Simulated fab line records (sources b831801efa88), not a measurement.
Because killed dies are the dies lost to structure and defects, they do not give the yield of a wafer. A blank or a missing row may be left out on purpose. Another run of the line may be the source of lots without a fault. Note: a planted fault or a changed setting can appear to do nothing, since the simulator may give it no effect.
The same fault as seen by 2 desks	flow gf180mcu	every desk sees just its own numbers, and what lay behind them comes last

FROM THE METROLOGY DESK
What the gauges read, lot by lot, whatever tool the lot ran on: means of the sampled wafers that have a number. If a lot's mean is further than 4 standard deviations from the usual mean, the lot is out of limits and carries the mark OUT (the distance appears in the brackets).
Columns: A = cd nm at GF_M5_CD_MEAS_07, usual 280.5 nm; B = M5_OVL at GF_M5_OVL_MEAS_08, usual 0 nm; C = V5_CVD_02_THK at GF_V5_THK_MEAS_03, usual 1455 nm; D = V5_OVL at GF_V5_OVL_MEAS_15, usual -3 nm
lot	first seen here	A	B	C	D
L724	day 26 03:41	281.2	-4	1460	-5
L726	day 26 22:31	280.3	-2	1469	-3
L727	day 27 12:46	280.7	-9	1450	1
L730	day 28 06:05	281.8	3	1459	-2
L731	day 28 13:23	280.6	-3	1467	2
L732	day 28 23:46	277.6	1	1440	-4
L733	day 29 07:10	280.9	0	1458	-6
L735	day 30 01:52	279.0	1	1481	-1
L736	day 30 09:16	279.3	6	1440	-7
L737	day 30 10:16	281.4	1	1436	-7
L740	day 31 06:30	281.5	8	1115 (-18) OUT	4
L744	day 32 06:29	279.4	-0	1286 (-8.9) OUT	-4
L746	day 32 15:31	280.4	2	1469	1
L747	day 32 17:32	279.6	1	1470	-8
This desk's result: L740, L744 out of limits, first on L740 (V5_CVD_02_THK at GF_V5_THK_MEAS_03), day 31 07:35. Within limits: L724, L726, L727, L730, L731, L732, L733, L735, L736, L737, L746, L747.

AT THE TOOL OWNER'S DESK: pecvd-01
The tool's own readings at GF_V5_CVD_02 (deposits SiO2 from TEOS, target thk 1450 nm, time 163.28 s): means of the sampled wafers that have a number, for each lot that ran on this tool. If a lot's mean is further than 4 standard deviations from the usual mean, the lot is out of limits and carries the mark OUT (the distance appears in the brackets).
Columns: A = heater power outer w at GF_V5_CVD_02, usual 358 W; B = heater power w at GF_V5_CVD_02, usual 602 W; C = susceptor temp C at GF_V5_CVD_02, usual 399.96 C
lot	first seen here	A	B	C
L724	day 26 04:39	326	541	399.81
L726	day 26 23:31	381	624	399.92
L730	day 28 07:13	315	531	400.06
L735	day 30 02:51	296	516	399.91
L740	day 31 07:29	341	579	399.92
L744	day 32 07:25	332	565	399.88
This desk found nothing out of limits on any of the 6 lots.

TAKEN TOGETHER
The metrology desk could have raised an alarm at day 31 07:35, on L740, L744.
The desk of the tool owner found nothing out of limits.
Tool owner's desk: L740, L744 on record, inside its limits.
GF_V5_CVD_02 was run on pecvd-01 by each of the lots named.

WHAT WAS PUT IN BY THE SIMULATOR
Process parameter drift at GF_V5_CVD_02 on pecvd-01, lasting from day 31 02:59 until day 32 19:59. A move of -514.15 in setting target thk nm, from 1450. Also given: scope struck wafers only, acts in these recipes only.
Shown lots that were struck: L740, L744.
Hours from the fault's start to each desk's first reading out of limits: the metrology desk, 5.
